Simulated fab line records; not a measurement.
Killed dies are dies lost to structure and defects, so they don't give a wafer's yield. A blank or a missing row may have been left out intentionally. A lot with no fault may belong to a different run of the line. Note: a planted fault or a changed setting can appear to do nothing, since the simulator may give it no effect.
The same fault as seen by 2 desks ; flow sky130 ; what lay behind the numbers comes last; until then each desk has only its own

## THE METROLOGY DESK
What the gauges read, lot by lot, whatever tool the lot ran on: means of the sampled wafers that have a number. A lot is out of limits, marked OUT, if its mean lies more than 4 standard deviations from the usual mean; the brackets give that distance.
Columns: A = POLY_GATE_TW at SKY_RES_PROTECT_TW_MEAS_08, usual 4031; B = SD_P_RS at SKY_SD_N_RS_MEAS_17, usual 147.2 ohm/sq; C = cd-nm at SKY_LOCAL_INTERCONNECT_CD_MEAS_11, usual 170.5 nm
lot;first seen here;A;B;C
L952;day 15 02:07;3989;147.7;169.1
L953;day 15 19:55;4026;147.1;170.6
L956;day 17 17:28;4007;146.7;170.3
L960;day 18 09:34;3988;147.3;170.7
L962;day 18 17:34;4047;146.9;170.5
L961;day 18 18:05;4001;147.7;169.2
L964;day 19 17:43;4048;147.3;172.1
L965;day 20 04:44;4081;147.6;161.2 (-7.1) OUT
L966;day 20 13:19;4095;147.0;160.3 (-7.9) OUT
L969;day 21 11:43;3988;147.6;164.5 (-4.6) OUT
L973;day 23 03:26;4099;147.8;171.0
L974;day 23 06:01;4027;146.9;170.7
Finding of this desk: L965, L966, L969 out of limits; the first was L965 at day 34 21:31, on cd-nm at SKY_LOCAL_INTERCONNECT_CD_MEAS_11. Within limits: L952, L953, L956, L960, L962, L961, L964, L973, L974.

## AT THE TOOL OWNER'S DESK: krf-scanner-02
The tool's own readings at SKY_LOCAL_INTERCONNECT_EXPOSE_08 (exposes mask LI1M, target cd 170 nm): means of the sampled wafers that have a number, for each lot that ran on this tool. A lot is out of limits, marked OUT, if its mean lies more than 4 standard deviations from the usual mean; the brackets give that distance.
Columns: A = exposure-dose-mJ-cm2 at SKY_LOCAL_INTERCONNECT_EXPOSE_08, usual 27.999
lot;first seen here;A
L952;day 29 17:39;28.001
L953;day 30 14:46;27.985
L960;day 32 21:40;28.003
L961;day 33 05:53;27.956
L965;day 34 08:06;29.437 (+50) OUT
L966;day 34 17:18;29.460 (+50) OUT
L969;day 35 14:49;28.893 (+31) OUT
Finding of this desk: L965, L966, L969 out of limits; the first was L965 at day 34 08:06, on exposure-dose-mJ-cm2 at SKY_LOCAL_INTERCONNECT_EXPOSE_08. Within limits: L952, L953, L960, L961.

## ALL TOGETHER
An alarm could have come from the tool owner's desk at day 34 08:06, on L965, L966, L969.
The metrology desk could have raised an alarm at day 34 21:31, on L965, L966, L969.
All the named lots went through SKY_LOCAL_INTERCONNECT_EXPOSE_08 on krf-scanner-02.

## WHAT THE SIMULATOR HAD PUT IN
Process parameter drift: krf-scanner-02, from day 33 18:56 on, at SKY_LOCAL_INTERCONNECT_EXPOSE_08. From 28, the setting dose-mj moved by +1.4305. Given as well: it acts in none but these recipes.
Lots struck among those shown: L965, L966, L969.
Hours from the fault's start to each desk's first reading out of limits: the tool owner's desk, 13; the metrology desk, 27.
